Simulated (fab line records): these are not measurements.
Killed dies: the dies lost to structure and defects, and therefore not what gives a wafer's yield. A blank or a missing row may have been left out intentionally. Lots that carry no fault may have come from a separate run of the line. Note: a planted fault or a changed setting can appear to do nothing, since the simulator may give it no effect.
A single fault, viewed from 2 desks	flow sky130	every desk sees just its own numbers, and what lay behind them comes last

== AT THE METROLOGY DESK ==
What the gauges read, lot by lot, whatever tool the lot ran on: means of the sampled wafers that have a number. Any lot whose mean is over 4 standard deviations away from the usual mean is out of limits and marked OUT; that distance is given in the brackets.
Columns: A = CAP2M_TIN_RS at SKY_CAP2M_RS_MEAS_03, usual 6.93 ohm/sq
lot	first seen here	A
L689	day 40 01:58	7.00
L691	day 40 12:02	7.01
L692	day 41 00:33	6.86
L693	day 41 03:13	6.76
L698	day 42 10:25	7.00
L699	day 43 02:40	6.87
L700	day 43 04:20	6.94
L704	day 44 06:55	6.93
L705	day 44 13:38	6.97
L708	day 45 09:48	7.00
L710	day 45 16:52	6.81
L711	day 45 22:47	6.83
Finding of this desk: none of the 12 lots has anything out of limits.

== FOR THE TOOL OWNER'S DESK: pvd_sputter-04 ==
The tool's own readings at SKY_METAL4_SPUTTER_03 (material Ti, target thk 5 nm, time 3.3 s): means of the sampled wafers that have a number, for each lot that ran on this tool. Any lot whose mean is over 4 standard deviations away from the usual mean is out of limits and marked OUT; that distance is given in the brackets.
Columns: A = cathode_dc_power_W at SKY_METAL4_SPUTTER_03, usual 3000.0 W; B = chamber_pressure_pa at SKY_METAL4_SPUTTER_03, usual 0.4001 Pa; C = throttle_valve_pct at SKY_METAL4_SPUTTER_03, usual 29.9 %
lot	first seen here	A	B	C
L691	day 40 11:43	3000.7	0.3998	29.2
L698	day 42 10:09	2863.7 (-99 or more) OUT	0.3994	29.4
L700	day 43 04:03	2863.2 (-99 or more) OUT	0.4004	29.9
L710	day 45 16:35	3000.2	0.3996	29.6
L711	day 45 22:31	2999.8	0.4013	29.4
This desk finds L698, L700 out of limits, L698 being first, at day 42 10:09 (cathode_dc_power_W at SKY_METAL4_SPUTTER_03). In limits: L691, L710, L711.

== TAKEN TOGETHER ==
An alarm could have come from the tool owner's desk at day 42 10:09, on L698, L700.
Metrology desk: nothing out of limits seen.
The metrology desk has L698, L700 on record, within its limits.
Of the lots named, all ran SKY_METAL4_SPUTTER_03 on pvd_sputter-04.

== WHAT WAS PUT IN BY THE SIMULATOR ==
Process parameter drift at SKY_METAL4_SPUTTER_03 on pvd_sputter-04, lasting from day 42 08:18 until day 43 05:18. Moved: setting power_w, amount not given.
Shown lots that were struck: L698, L700.
Delay in hours, fault start to first out-of-limits reading, by desk: the tool owner's desk at 2.
